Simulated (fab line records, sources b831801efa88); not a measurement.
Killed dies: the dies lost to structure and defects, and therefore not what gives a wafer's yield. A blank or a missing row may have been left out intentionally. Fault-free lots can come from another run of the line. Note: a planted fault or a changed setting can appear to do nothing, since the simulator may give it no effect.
Struck lot and sound lot, side by side | flow sky130 | 16 out of 708 route steps
Sound: the wafers L676.2, L676.4, L676.6. Struck: wafers L684.1, L684.2, L684.4. The cause is named last.
Each step with rows lists, per side, the tool, then ch with its chambers, then its first start. Under that, the readings that differ: sound wafers | struck wafers | difference of the means | sigmas: that difference in standard deviations of wafers without a fault.
alike: words and numbers the same on both sides, and readings whose means are apart by under 2 such deviations; not compared: readings that were withheld, readings missing a value for some wafer, numbers with overlapping values and no deviation given by the record, and bounds like >300 which may hide the same value.
A row with sigmas, a row that says differs or no value, or rows on one side alone: a step with any of these is where the two part. When numbers do not overlap yet have no deviation, they are printed without sigmas and do not part them. A reading missing from all wafers of one side parts the sides only when that side holds two or more wafers.

first, 5 steps without rows for these wafers: SKY_POLY_GATE_COAT_08 (resist thk 450 nm); SKY_POLY_GATE_SOFTBAKE_09 (time 90 s); SKY_POLY_GATE_EXPOSE_10 (exposes mask P1M, target cd 150 nm); SKY_POLY_GATE_PEB_11; SKY_POLY_GATE_DEVELOP_12 (develop time 60 s).
SKY_POLY_GATE_CD_MEAS_13 targets a cd of 150 nm.
  sound: cd_sem-01 at day 18 02:16; struck: cd_sem-02 at day 20 22:42
  reading    | sound             | struck            | difference | sigmas
  cd_nm (nm) | 147.4 148.3 149.3 | 153.2 152.4 151.7 | +4.1       | +2
SKY_POLY_GATE_OVL_MEAS_14:
  sound: overlay-01 at day 18 02:22; struck: overlay-02 at day 20 22:49
  alike: POLY_GATE_OVL
SKY_POLY_GATE_ETCH_15: etches BARC in N2/H2, stops on SiO2, time 118.5 s, target depth 110 nm.
  sound on rie_diel-04 ch 0,1,2, day 18 02:24; struck on rie_diel-03 ch 0,2,3, day 20 22:51
  alike: drypump_motor_current_A, oes_product_au, throttle_valve_pct
  not compared: rf_hours_counter_h
SKY_POLY_GATE_ETCH_16: etches Si3N4 in CH3F/O2, stops on poly-Si, time 147.5 s, target depth 75 nm.
  sound on rie_diel-04 ch 0,1,2, day 18 02:29; struck on rie_diel-03 ch 0,2,3, day 20 22:56
  alike: O2_flow_sccm, drypump_motor_current_A, oes_product_au, throttle_valve_pct
  not compared: rf_hours_counter_h
SKY_POLY_GATE_ETCH_17: etches poly-Si in HBr/Cl2, stops on SiO2, target depth 180 nm, time 70.5 s.
  sound on rie_si-01 ch 0,2, day 18 02:35; struck on rie_si-02 ch 1,2,3, day 20 23:02
  alike: drypump_motor_current_A, oes_product_au, throttle_valve_pct
  not compared: rf_hours_counter_h
SKY_POLY_GATE_STRIP_18: strips in O2/N2.
  sound on plasma_asher-03 ch 0,1, day 18 02:38; struck on plasma_asher-01 ch 0,1, day 20 23:05
  alike: drypump_motor_current_A, o2_flow_sccm, oes_product_au, strip_time_to_endpoint_s
  not compared: rf_hours_counter_h
then, 1 step without rows for these wafers: SKY_POLY_GATE_CLEAN_19 (cleans in SC1/SC2, time 150 s).
SKY_POLY_GATE_OXIDATION_20: stabilise 600 s, purge 300 s, target thk 4 nm.
  sound on furnace-01 ch 0, day 18 05:14; struck on furnace-01 ch 0, day 20 23:26
  reading                                          | sound             | struck               | difference | sigmas
  ox_time_s (s)                                    | 899 899 899       | 1078.8 1078.8 1078.8 | +179.8     |
  model.SiO2_of_POLY_GATE_OXIDATION_20.thk_nm (nm) | 4.063 4.062 4.075 | 4.619 4.632 4.653    | +0.568     |
SKY_POLY_GATE_THK_MEAS_21:
  sound: film_metro-03 at day 18 06:30; struck: film_metro-03 at day 21 00:41
  reading                      | sound          | struck         | difference | sigmas
  POLY_GATE_OXIDATION_THK (nm) | 4.01 4.07 4.06 | 4.60 4.66 4.63 | +0.58      | +8
SKY_POLY_GATE_CD_MEAS_22:
  sound: cd_sem-02 at day 18 06:35; struck: cd_sem-02 at day 21 00:45
  alike: cd_nm
-- record jumps: 28 days separate the struck wafers' starts on either side; left off in module POLY_GATE, taken up again in module PAD_OPEN, whose first shown step is the route's number 708 --
SKY_PAD_OPEN_PROBE_99:
  sound: prober-02 at day 47 01:02; struck: prober-02 at day 48 17:47
  reading                     | sound             | struck            | difference | sigmas
  model.etest.tip_n.rs_ohm_sq | 441.1 436.2 440.1 | 454.7 448.4 455.3 | +13.7      |
  alike: killed_at_M0_to_M3, killed_at_M4_up, killed_at_contacts, killed_at_front_end, killed_at_other, killed_dies, killed_open, killed_short

## WHERE THEY PART
Last at SKY_POLY_GATE_THK_MEAS_21 as far as this record goes, first at SKY_POLY_GATE_CD_MEAS_13. Later steps at which nothing parts them and some readings are alike: SKY_POLY_GATE_CD_MEAS_22, SKY_PAD_OPEN_PROBE_99.

WHY: what the simulator had put in
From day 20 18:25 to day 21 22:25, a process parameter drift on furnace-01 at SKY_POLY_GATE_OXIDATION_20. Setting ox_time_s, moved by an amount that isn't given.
